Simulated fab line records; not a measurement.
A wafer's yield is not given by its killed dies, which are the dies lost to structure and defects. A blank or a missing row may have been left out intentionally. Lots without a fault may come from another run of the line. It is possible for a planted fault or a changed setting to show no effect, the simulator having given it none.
2 desks, one fault || flow sky130 || numbers are kept per desk, each desk with only its own; the story behind them comes last

METROLOGY DESK
Means of the sampled wafers that have a number, per lot and without regard to the tool the lot ran on: this is what the gauges read. A lot is out of limits, marked OUT, if its mean lies more than 4 standard deviations from the usual mean; the brackets give that distance.
Columns: A = METAL3_OVL at SKY_METAL3_OVL_MEAS_14, usual -4 nm
{"lot": "L605", "first seen here": "day 38 16:48", "A": -8}
{"lot": "L607", "first seen here": "day 39 10:58", "A": -6}
{"lot": "L608", "first seen here": "day 39 19:53", "A": -12}
{"lot": "L609", "first seen here": "day 39 19:58", "A": -6}
{"lot": "L611", "first seen here": "day 40 18:16", "A": -7}
{"lot": "L613", "first seen here": "day 41 05:17", "A": -10}
{"lot": "L615", "first seen here": "day 41 16:07", "A": -7}
{"lot": "L620", "first seen here": "day 43 08:43", "A": -5}
{"lot": "L624", "first seen here": "day 44 05:56", "A": -7}
{"lot": "L627", "first seen here": "day 45 08:04", "A": -5}
{"lot": "L628", "first seen here": "day 45 13:59", "A": 2}
This desk's verdict: no lot among the 11 shows anything out of limits.

DESK OF THE TOOL OWNER: pvdSputter-03
The tool's own readings at SKY_METAL3_SPUTTER_02 (material AlCu, target thk 735 nm, time 39.1 s): means of the sampled wafers that have a number, for each lot that ran on this tool. A lot is out of limits, marked OUT, if its mean lies more than 4 standard deviations from the usual mean; the brackets give that distance.
Columns: A = cathodeDcPowerW at SKY_METAL3_SPUTTER_02, usual 10600 W; B = chamberPressurePa at SKY_METAL3_SPUTTER_02, usual 0.4000 Pa; C = throttleValvePct at SKY_METAL3_SPUTTER_02, usual 30.0 %
{"lot": "L605", "first seen here": "day 36 13:49", "A": 10600, "B": 0.4006, "C": 30.2}
{"lot": "L607", "first seen here": "day 37 06:04", "A": 10600, "B": 0.4002, "C": 30.3}
{"lot": "L609", "first seen here": "day 37 15:58", "A": 10599, "B": 0.3999, "C": 30.1}
{"lot": "L611", "first seen here": "day 38 16:01", "A": 10599, "B": 0.4006, "C": 30.1}
{"lot": "L613", "first seen here": "day 39 03:19", "A": 10600, "B": 0.3999, "C": 30.9}
{"lot": "L620", "first seen here": "day 41 09:43", "A": 10599, "B": 0.4001, "C": 31.0}
This desk's verdict: no lot among the 6 shows anything out of limits.

BROUGHT TOGETHER
At the metrology desk, nothing out of limits was observed.
The tool owner's desk saw nothing out of limits.

WHAT THE SIMULATOR HAD INSERTED
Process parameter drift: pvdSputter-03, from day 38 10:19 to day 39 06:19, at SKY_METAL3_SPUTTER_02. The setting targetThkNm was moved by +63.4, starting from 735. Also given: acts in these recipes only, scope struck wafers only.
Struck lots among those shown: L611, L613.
